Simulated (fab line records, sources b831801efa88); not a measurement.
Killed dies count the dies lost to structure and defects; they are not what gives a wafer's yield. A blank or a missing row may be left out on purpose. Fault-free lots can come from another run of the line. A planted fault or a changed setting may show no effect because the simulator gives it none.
One fault through the eyes of 2 desks :: flow sky130 :: numbers are kept per desk, each desk with only its own; the story behind them comes last

FOR THE TOOL OWNER'S DESK: implanter-01
SKY_PWDE_IMPLANT_08, tool's own readings: per-lot mean of the sampled wafers with a number, covering each lot this tool ran. If a lot's mean is further than 4 standard deviations from the usual mean, the lot is out of limits and carries the mark OUT (the distance appears in the brackets).
Columns: A = dose_ions_cm2 at SKY_PWDE_IMPLANT_08, usual 3.6e+12
lot: L508
first seen here: day 5 08:34
A: 3.6e+12

lot: L515
first seen here: day 6 22:59
A: 3.5e+12 (-18) OUT

lot: L517
first seen here: day 7 12:38
A: 3.5e+12 (-21) OUT
This desk's finding: out of limits on L515, L517; first on L515, day 6 22:59 (dose_ions_cm2 at SKY_PWDE_IMPLANT_08). Within limits: L508.

THE METROLOGY DESK
What the gauges read, lot by lot, whatever tool the lot ran on: means of the sampled wafers that have a number. If a lot's mean is further than 4 standard deviations from the usual mean, the lot is out of limits and carries the mark OUT (the distance appears in the brackets).
Columns: A = PWDE_RS at SKY_NWELL_RS_MEAS_31, usual 5279 ohm/sq; B = VT_ADJUST_PCH_OVL at SKY_VT_ADJUST_PCH_OVL_MEAS_07, usual 0.9 nm
lot: L501
first seen here: day 5 02:59
A: 5300
B: 0.3

lot: L503
first seen here: day 5 15:06
A: 5273
B: 0.6

lot: L504
first seen here: day 5 20:32
A: 5303
B: 1.8

lot: L507
first seen here: day 6 14:35
A: 5285
B: 1.1

lot: L508
first seen here: day 6 20:18
A: 5258
B: -1.3

lot: L511
first seen here: day 7 15:36
A: 5297
B: 2.0

lot: L515
first seen here: day 8 15:38
A: 5392 (+6.6) OUT
B: 1.3

lot: L517
first seen here: day 9 07:13
A: 5374 (+5.6) OUT
B: -1.1

lot: L519
first seen here: day 9 17:09
A: 5306
B: 1.0

lot: L521
first seen here: day 10 11:28
A: 5249
B: 0.5

lot: L523
first seen here: day 10 17:46
A: 5258
B: 1.0

lot: L524
first seen here: day 11 04:35
A: 5259
B: 2.0
This desk reports L515, L517 out of limits; the earliest was L515 at day 8 15:38 (PWDE_RS at SKY_NWELL_RS_MEAS_31). Within limits: L501, L503, L504, L507, L508, L511, L519, L521, L523, L524.

ALL TOGETHER
On L515, L517, at day 6 22:59, an alarm was possible from the tool owner's desk.
At day 8 15:38 the metrology desk could have sounded an alarm, on L515, L517.
The lots listed all ran SKY_PWDE_IMPLANT_08 on implanter-01.

WHAT THE SIMULATOR HAD PUT IN
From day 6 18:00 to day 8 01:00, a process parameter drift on implanter-01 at SKY_PWDE_IMPLANT_08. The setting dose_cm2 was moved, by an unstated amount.
Shown lots that were struck: L515, L517.
Fault start to first reading out of limits, in hours, per desk: tool owner, 5; metrology, 46.
